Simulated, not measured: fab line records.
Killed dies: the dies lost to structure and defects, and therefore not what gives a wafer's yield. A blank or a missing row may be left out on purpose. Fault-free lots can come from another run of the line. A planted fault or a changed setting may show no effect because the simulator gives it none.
Matching of chambers | flow gf180mcu | pecvd-01 running GF_V2_CVD_02: 3 sister chambers
The step deposits SiO2 from TEOS, target thk 850 nm, time 94.851 s. 6 wafers are shown with their chamber, then 10 later ones without.

## WAFERS, EACH WITH ITS CHAMBER
wafer  | chamber | heater_power_w (W)
L084.3 | 0       | 660
L086.1 | 1       | 818
L086.2 | 2       | 574
L086.5 | 2       | 600
L089.1 | 1       | 833
L089.2 | 0       | 765

## WAFERS WITH NO CHAMBER GIVEN
wafer  | heater_power_w (W)
L089.3 | 529
L089.4 | 567
L089.5 | 798
L089.6 | 906
L093.1 | 834
L093.3 | 834
L093.5 | 906
L097.2 | 772
L097.4 | 599
L097.6 | 920

## WHICH CHAMBER EACH ONE RAN IN
wafer  | from the rows above     | in truth
L089.3 | 2                       | 2
L089.4 | 2                       | 2
L089.5 | can't be placed: 1 or 0 | 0
L089.6 | 1                       | 1
L093.1 | 1                       | 1
L093.3 | 1                       | 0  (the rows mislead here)
L093.5 | 1                       | 1
L097.2 | can't be placed: 1 or 0 | 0
L097.4 | 2                       | 2
L097.6 | 1                       | 1
7 of 10 placed correctly. These rows do not allow placing 2 (true chamber among the candidates in 2). Wrongly placed: 1.
How it was worked out, from the rows above alone: a wafer's distance from a chamber is the root of the sum, over the readings, of the square of ((its reading less the chamber's mean) divided by the reading's scatter). If the next closest chamber is less than 2 further off than the closest, the wafer can't be placed; otherwise it belongs to the closest. Each chamber's mean is taken over the wafers shown for it. The scatter: take each reading less its chamber's mean, square it, sum over the shown wafers, divide by the number of wafers less the number of chambers, and take the root.
